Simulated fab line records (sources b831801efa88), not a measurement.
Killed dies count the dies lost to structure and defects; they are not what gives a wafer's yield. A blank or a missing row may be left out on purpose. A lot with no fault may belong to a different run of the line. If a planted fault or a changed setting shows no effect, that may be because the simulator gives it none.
Which tool did it? / flow gf180mcu / 42 wafers from 14 lots sampled at 6 of the route's 602 steps

## WHAT EACH GAUGE READ, for each wafer
GF_STI_THK_MEAS_02.
lot=L455; measured=day 1 16:32; on=film_metro-03; STI_OXIDATION_THK (nm)=9.77 9.59 9.71
lot=L456; measured=day 1 21:31; on=film_metro-01; STI_OXIDATION_THK (nm)=9.76 9.71 9.79
lot=L458; measured=day 2 07:31; on=film_metro-03; STI_OXIDATION_THK (nm)=9.37 9.57 9.50
lot=L460; measured=day 2 17:45; on=film_metro-01; STI_OXIDATION_THK (nm)=9.48 9.73 9.65
lot=L464; measured=day 3 13:37; on=film_metro-02; STI_OXIDATION_THK (nm)=9.63 9.72 9.74
lot=L465; measured=day 3 18:31; on=film_metro-01; STI_OXIDATION_THK (nm)=9.72 9.68 9.55
lot=L466; measured=day 3 23:31; on=film_metro-01; STI_OXIDATION_THK (nm)=9.77 9.63 9.61
lot=L468; measured=day 4 09:31; on=film_metro-02; STI_OXIDATION_THK (nm)=9.66 9.52 9.62
lot=L469; measured=day 4 14:31; on=film_metro-03; STI_OXIDATION_THK (nm)=9.66 9.81 9.91
lot=L470; measured=day 4 19:31; on=film_metro-03; STI_OXIDATION_THK (nm)=9.11 9.10 9.35
lot=L472; measured=day 5 06:43; on=film_metro-03; STI_OXIDATION_THK (nm)=9.75 9.85 9.94
lot=L473; measured=day 5 14:49; on=film_metro-03; STI_OXIDATION_THK (nm)=9.61 9.71 9.74
lot=L476; measured=day 6 01:57; on=film_metro-01; STI_OXIDATION_THK (nm)=9.85 9.73 9.71
lot=L477; measured=day 6 06:32; on=film_metro-03; STI_OXIDATION_THK (nm)=9.46 9.55 9.55

GF_STI_THK_MEAS_22.
lot=L455; measured=day 2 08:39; on=film_metro-03; STI_OXIDATION_01_THK (nm)=15.43 15.32 14.92
lot=L456; measured=day 2 13:52; on=film_metro-03; STI_OXIDATION_01_THK (nm)=15.46 15.59 15.49
lot=L458; measured=day 3 00:03; on=film_metro-02; STI_OXIDATION_01_THK (nm)=15.04 15.09 14.90
lot=L460; measured=day 3 10:58; on=film_metro-03; STI_OXIDATION_01_THK (nm)=15.53 15.32 15.62
lot=L464; measured=day 4 07:23; on=film_metro-02; STI_OXIDATION_01_THK (nm)=15.42 15.46 15.43
lot=L465; measured=day 4 12:17; on=film_metro-01; STI_OXIDATION_01_THK (nm)=15.22 15.45 15.48
lot=L466; measured=day 4 17:08; on=film_metro-03; STI_OXIDATION_01_THK (nm)=15.51 15.58 15.43
lot=L468; measured=day 5 05:19; on=film_metro-02; STI_OXIDATION_01_THK (nm)=15.39 15.27 15.46
lot=L469; measured=day 5 12:10; on=film_metro-01; STI_OXIDATION_01_THK (nm)=15.42 15.49 15.57
lot=L470; measured=day 5 17:23; on=film_metro-03; STI_OXIDATION_01_THK (nm)=15.54 15.38 15.61
lot=L472; measured=day 6 00:59; on=film_metro-03; STI_OXIDATION_01_THK (nm)=15.24 15.07 15.30
lot=L473; measured=day 6 09:43; on=film_metro-02; STI_OXIDATION_01_THK (nm)=15.12 15.24 15.15
lot=L476; measured=day 6 23:19; on=film_metro-03; STI_OXIDATION_01_THK (nm)=15.32 15.30 15.16
lot=L477; measured=day 7 04:45; on=film_metro-01; STI_OXIDATION_01_THK (nm)=14.77 14.79 14.90

GF_STI_THK_MEAS_24.
lot=L455; measured=day 2 08:50; on=film_metro-01; STI_CVD_23_THK (nm)=653 659 650
lot=L456; measured=day 2 14:00; on=film_metro-02; STI_CVD_23_THK (nm)=647 649 656
lot=L458; measured=day 3 00:11; on=film_metro-01; STI_CVD_23_THK (nm)=657 643 657
lot=L460; measured=day 3 11:07; on=film_metro-02; STI_CVD_23_THK (nm)=658 481 657
lot=L464; measured=day 4 07:31; on=film_metro-01; STI_CVD_23_THK (nm)=483 471 658
lot=L465; measured=day 4 12:26; on=film_metro-02; STI_CVD_23_THK (nm)=463 643 656
lot=L466; measured=day 4 17:16; on=film_metro-01; STI_CVD_23_THK (nm)=662 666 665
lot=L468; measured=day 5 05:27; on=film_metro-03; STI_CVD_23_THK (nm)=655 670 657
lot=L469; measured=day 5 12:18; on=film_metro-02; STI_CVD_23_THK (nm)=641 635 664
lot=L470; measured=day 5 17:31; on=film_metro-03; STI_CVD_23_THK (nm)=659 638 662
lot=L472; measured=day 6 01:08; on=film_metro-01; STI_CVD_23_THK (nm)=644 645 653
lot=L473; measured=day 6 09:51; on=film_metro-01; STI_CVD_23_THK (nm)=665 660 652
lot=L476; measured=day 6 23:27; on=film_metro-01; STI_CVD_23_THK (nm)=652 645 659
lot=L477; measured=day 7 04:53; on=film_metro-02; STI_CVD_23_THK (nm)=666 635 654

GF_MVPSD_OVL_MEAS_07.
lot=L455; measured=day 5 09:41; on=overlay-01; MVPSD_OVL (nm)=1.2 1.5 0.0
lot=L456; measured=day 5 15:20; on=overlay-01; MVPSD_OVL (nm)=2.8 1.1 2.5
lot=L458; measured=day 6 02:13; on=overlay-01; MVPSD_OVL (nm)=-1.3 -0.5 -1.0
lot=L460; measured=day 6 16:35; on=overlay-01; MVPSD_OVL (nm)=1.0 4.1
lot=L464; measured=day 7 13:01; on=overlay-02; MVPSD_OVL (nm)=1.1
lot=L465; measured=day 7 19:44; on=overlay-02; MVPSD_OVL (nm)=1.7 2.6
lot=L466; measured=day 8 01:31; on=overlay-02; MVPSD_OVL (nm)=0.5 2.0 -0.1
lot=L468; measured=day 8 18:34; on=overlay-01; MVPSD_OVL (nm)=0.7 2.0 2.6
lot=L469; measured=day 9 04:07; on=overlay-02; MVPSD_OVL (nm)=0.6 1.4 0.4
lot=L470; measured=day 9 08:37; on=overlay-01; MVPSD_OVL (nm)=2.3 2.0 -0.2
lot=L472; measured=day 9 14:53; on=overlay-01; MVPSD_OVL (nm)=2.3 0.8 -0.9
lot=L473; measured=day 10 00:38; on=overlay-02; MVPSD_OVL (nm)=2.7 -0.4 1.6
lot=L476; measured=day 10 18:31; on=overlay-02; MVPSD_OVL (nm)=2.2 1.5 1.3
lot=L477; measured=day 11 00:08; on=overlay-01; MVPSD_OVL (nm)=1.5 1.7 2.7

## WHICH TOOL RAN EACH LOT (tool, then ch and the chambers of the sampled wafers, then the start)
lot=L455; GF_STI_CVD_23=hdpcvd-01 ch 2, day 2 08:42; GF_STI_CMP_25=cmp-01 ch 0,1,2, day 2 08:56
lot=L456; GF_STI_CVD_23=hdpcvd-01 ch 0,1,2, day 2 13:55; GF_STI_CMP_25=cmp-01 ch 0,1,2, day 2 14:06
lot=L458; GF_STI_CVD_23=hdpcvd-02 ch 0,1,2, day 3 00:07; GF_STI_CMP_25=cmp-01 ch 0,1,2, day 3 00:24
lot=L460; GF_STI_CVD_23=hdpcvd-01 ch 0,2, day 3 11:01; GF_STI_CMP_25=cmp-01 ch 1,2,3, day 3 11:10
lot=L464; GF_STI_CVD_23=hdpcvd-01 ch 1,2, day 4 07:27; GF_STI_CMP_25=cmp-02 ch 2,3, day 4 07:35
lot=L465; GF_STI_CVD_23=hdpcvd-01 ch 0,1,2, day 4 12:21; GF_STI_CMP_25=cmp-02 ch 0,2,3, day 4 12:29
lot=L466; GF_STI_CVD_23=hdpcvd-02 ch 1,2, day 4 17:11; GF_STI_CMP_25=cmp-01 ch 0,1,2, day 4 17:25
lot=L468; GF_STI_CVD_23=hdpcvd-02 ch 0,1, day 5 05:22; GF_STI_CMP_25=cmp-02 ch 1,2, day 5 05:33
lot=L469; GF_STI_CVD_23=hdpcvd-02 ch 0,2, day 5 12:13; GF_STI_CMP_25=cmp-02 ch 0,1,3, day 5 12:25
lot=L470; GF_STI_CVD_23=hdpcvd-02 ch 0,2, day 5 17:26; GF_STI_CMP_25=cmp-01 ch 0,1,3, day 5 17:38
lot=L472; GF_STI_CVD_23=hdpcvd-02 ch 0,1, day 6 01:02; GF_STI_CMP_25=cmp-02 ch 1,3, day 6 01:10
lot=L473; GF_STI_CVD_23=hdpcvd-02 ch 1,2, day 6 09:46; GF_STI_CMP_25=cmp-02 ch 1,3, day 6 10:08
lot=L476; GF_STI_CVD_23=hdpcvd-01 ch 0,2, day 6 23:22; GF_STI_CMP_25=cmp-02 ch 2,3, day 6 23:31
lot=L477; GF_STI_CVD_23=hdpcvd-02 ch 0,1,2, day 7 04:49; GF_STI_CMP_25=cmp-01 ch 0,1,3, day 7 05:04
- GF_STI_CVD_23: deposits SiO2, target thk 650 nm, time 108.3 s.
- GF_STI_CMP_25: polishes, stops on Si3N4, t overpolish 33 s, target thk 524.6 nm.

## AS READ BY THE TOOLS THEMSELVES (means over the sampled wafers that have a number; for cases with no such wafer, the mark the record gives instead)
GF_STI_CMP_25.
lot=L455; tool=cmp-01; motor_current_A (A)=12.4; time_to_endpoint_s (s)=125
lot=L456; tool=cmp-01; motor_current_A (A)=12.6; time_to_endpoint_s (s)=127
lot=L458; tool=cmp-01; motor_current_A (A)=12.4; time_to_endpoint_s (s)=122
lot=L460; tool=cmp-01; motor_current_A (A)=12.8; time_to_endpoint_s (s)=114
lot=L464; tool=cmp-02; motor_current_A (A)=12.7; time_to_endpoint_s (s)=112
lot=L465; tool=cmp-02; motor_current_A (A)=12.5; time_to_endpoint_s (s)=119
lot=L466; tool=cmp-01; motor_current_A (A)=12.4; time_to_endpoint_s (s)=120
lot=L468; tool=cmp-02; motor_current_A (A)=11.7; time_to_endpoint_s (s)=135
lot=L469; tool=cmp-02; motor_current_A (A)=13.5; time_to_endpoint_s (s)=126
lot=L470; tool=cmp-01; motor_current_A (A)=11.0; time_to_endpoint_s (s)=116
lot=L472; tool=cmp-02; motor_current_A (A)=13.5; time_to_endpoint_s (s)=135
lot=L473; tool=cmp-02; motor_current_A (A)=12.8; time_to_endpoint_s (s)=132
lot=L476; tool=cmp-02; motor_current_A (A)=11.3; time_to_endpoint_s (s)=133
lot=L477; tool=cmp-01; motor_current_A (A)=11.3; time_to_endpoint_s (s)=117

## THE ANSWER, worked out from the rows above alone
Rule: what is usual is taken from the lots themselves. Put in order of their means at a reading, lots are off if they are a third of the lots or fewer, leave a main group of 4 or more, and stand apart from it by a gap of 3 or more times the standard deviation of the main group's means; of several such gaps the widest counts. A main group is skipped when, at the precision printed for the reading in the tables above, its means are all equal. A lot without any number at a reading at which 4 lots or more have one is off too. Where the step has rows for the other lots, those lots are counted as sound. Order of review: gauges by route order, followed by the tools' own readings, for which a lot's mean as printed above is used. At the first step where some lot is off, the reading lying furthest off is the one used; lots without a number count as furthest.
Off: at GF_STI_THK_MEAS_24 (STI_CVD_23_THK), L460, L464, L465. Main group: mean 654 nm, sd 5.2.
A tool fits if, at a process step before that reading, it ran every lot that is off, and no sound lot after the first of them. Those tools and the gauges at GF_STI_THK_MEAS_24 are tried in the same way. Not one of the candidates tried fits.

## WHAT THE SIMULATOR HAD PUT IN
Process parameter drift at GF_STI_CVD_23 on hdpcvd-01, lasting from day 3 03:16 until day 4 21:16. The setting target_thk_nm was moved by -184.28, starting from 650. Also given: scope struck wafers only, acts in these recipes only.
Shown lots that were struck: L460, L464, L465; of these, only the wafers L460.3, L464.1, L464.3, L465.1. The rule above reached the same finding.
